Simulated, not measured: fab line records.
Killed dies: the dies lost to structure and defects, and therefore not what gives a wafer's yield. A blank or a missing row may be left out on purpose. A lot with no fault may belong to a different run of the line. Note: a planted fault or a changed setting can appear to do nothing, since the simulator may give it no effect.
A struck lot beside a sound one | flow sky130 | 28 out of 708 route steps
Sound: wafers L182.1, L182.2, L182.3. Struck: wafer L187.1. (L187.3, L187.5 of the same lot were not struck and are left out.) The cause comes at the end.
Order at every step that has rows: each side's tool, ch and its chambers, its first start. Under that, the readings that differ: sound wafers | struck wafers | difference of the means | sigmas: that difference in standard deviations of wafers without a fault.
alike: same words and numbers on both sides, and readings whose means sit less than 2 such deviations apart. not compared: any withheld reading, any reading some wafer has no value for, any bound like >300 that may hide the same value, and any number with overlapping values for which the record gives no deviation.
A row with sigmas, a row that says differs or no value, or rows on one side alone: a step with any of these is where the two part. Non-overlapping numbers with no deviation appear without sigmas and do not part them. A reading that every wafer of one side lacks parts them only if that side has two wafers or more.

first, 1 step without rows for these wafers: SKY_VIA2_SPUTTER_20 (material TiN, target thk 20 nm, time 80 s).
SKY_VIA2_CVD_21: deposits W, target thk 420 nm, time 126.4 s.
  sound on cvd_w-02 ch 0,1, day 36 10:02; struck on cvd_w-02 ch 1, day 38 04:48
  alike: heater_power_w
SKY_VIA2_RS_MEAS_22: measurement is done with a four-point probe.
  struck on film_metro-03, day 38 04:56; sound on film_metro-01, day 36 10:10
  alike: VIA2_W_RS
SKY_VIA2_THK_MEAS_23: measures by xrf.
  struck on film_metro-03, day 38 05:03; sound on film_metro-01, day 36 10:17
  alike: VIA2_W_THK
SKY_VIA2_CMP_24: polishes, stops on SiO2, t overpolish 20 s, target thk 0 nm.
  sound on cmp-02 ch 0,1,2, day 36 10:21; struck on cmp-01 ch 2, day 38 05:10
  alike: head_pressure_psi, motor_current_A, overpolish_run_s, slurry_flow_ml_min, time_to_endpoint_s
SKY_METAL3_SPUTTER_00: material Ti, target thk 15 nm, time 10 s.
  struck on pvd_sputter-03, day 38 05:25; sound on pvd_sputter-03, day 36 10:39
  alike: cathode_dc_power_W, throttle_valve_pct
then, 2 steps without rows for these wafers: SKY_METAL3_SPUTTER_01 (material TiN, target thk 20 nm, time 16.7 s); SKY_METAL3_SPUTTER_02 (material AlCu, target thk 735 nm, time 39.1 s).
SKY_METAL3_SPUTTER_03: material Ti, target thk 5 nm, time 3.3 s.
  struck on pvd_sputter-03, day 38 05:30; sound on pvd_sputter-03, day 36 10:44
  alike: cathode_dc_power_W, throttle_valve_pct
then, 1 step without rows for these wafers: SKY_METAL3_SPUTTER_04 (material TiN, target thk 70 nm, time 58.3 s).
SKY_CAPM_CVD_00: deposits SiO2, target thk 15.5 nm.
  sound on pecvd-01 ch 0,1,2, day 36 10:49; struck on pecvd-02 ch 1, day 38 05:34
  alike: heater_power_w
SKY_CAPM_THK_MEAS_01:
  struck on film_metro-03, day 38 05:35; sound on film_metro-04, day 36 10:50
  alike: CAPM_CVD_00_THK
SKY_CAPM_SPUTTER_02: material TiN, target thk 200 nm, time 166.7 s.
  struck on pvd_sputter-01, day 38 05:39; sound on pvd_sputter-01, day 36 10:53
  reading                                  | sound             | struck | difference | sigmas
  model.TiN_of_CAPM_SPUTTER_02.thk_nm (nm) | 201.1 201.9 199.9 | 260.3  | +59.3      |
  alike: cathode_dc_power_W, throttle_valve_pct
SKY_CAPM_RS_MEAS_03: measurement is done with a four-point probe.
  struck on film_metro-02, day 38 05:46; sound on film_metro-02, day 36 11:00
  reading              | sound          | struck | difference | sigmas
  CAPM_TIN_RS (ohm/sq) | 6.86 6.84 6.91 | 5.28   | -1.59      | -27
SKY_CAPM_THK_MEAS_04: measures by xrf.
  struck on film_metro-02, day 38 05:53; sound on film_metro-02, day 36 11:07
  reading           | sound             | struck | difference | sigmas
  CAPM_TIN_THK (nm) | 200.2 202.1 200.0 | 258.5  | +57.7      | +32
then, 7 steps without rows for these wafers: SKY_CAPM_DEHYDRATE_05 (time 60 s); SKY_CAPM_HMDS_06 (prime time 60 s); SKY_CAPM_COAT_07 (resist thk 1140 nm); SKY_CAPM_SOFTBAKE_08 (time 60 s); SKY_CAPM_EXPOSE_09 (exposes mask CAPM, target cd 1000 nm); SKY_CAPM_PEB_10; SKY_CAPM_DEVELOP_11 (develop time 60 s).
SKY_CAPM_OVL_MEAS_12:
  struck on overlay-02, day 39 07:17; sound on overlay-02, day 37 13:06
  alike: CAPM_OVL
SKY_CAPM_METAL_ETCH_13: etches TiN in Cl2/BCl3, stops on SiO2, target depth 220 nm, time 62.9 s.
  sound on rie_metal-04 ch 0,1, day 37 13:08; struck on rie_metal-02 ch 1, day 39 07:19
  reading                | sound                | struck | difference | sigmas
  oes_product_au (a.u.)  | 0.947 0.945 0.942    | 0.999  | +0.054     | +8
  throttle_valve_pct (%) | 21.903 21.912 21.903 | 21.867 | -0.039     | -4
  alike: drypump_motor_current_A
  not compared: rf_hours_counter_h
then, 1 step without rows for these wafers: SKY_CAPM_STRIP_14 (strips in O2/N2).
SKY_CAPM_STRIP_15: strips in post etch residue remover, time 1200 s.
  sound on wet_bench-02 ch 0, day 37 13:19; struck on wet_bench-04 ch 1, day 39 07:30
  reading                                  | sound             | struck | difference | sigmas
  model.TiN_of_CAPM_SPUTTER_02.thk_nm (nm) | 200.6 201.5 199.5 | 259.9  | +59.4      |
  alike: bath_guard_temp_C
then, 1 step without rows for these wafers: SKY_CAPM_CLEAN_16 (cleans in IPA, time 180 s).
-- the record jumps here: 8 days lie between the struck wafers' starts before and after (it left off in module CAPM and takes up again in module PAD_OPEN, whose first step shown is number 708 of the route) --
SKY_PAD_OPEN_PROBE_99:
  only the struck wafers here have rows in the record (prober-01, day 47 08:02); the sound ones have none

== WHERE THEY PART ==
First at SKY_CAPM_RS_MEAS_03; last, within this record, at SKY_PAD_OPEN_PROBE_99.

WHY: whatever the simulator had introduced
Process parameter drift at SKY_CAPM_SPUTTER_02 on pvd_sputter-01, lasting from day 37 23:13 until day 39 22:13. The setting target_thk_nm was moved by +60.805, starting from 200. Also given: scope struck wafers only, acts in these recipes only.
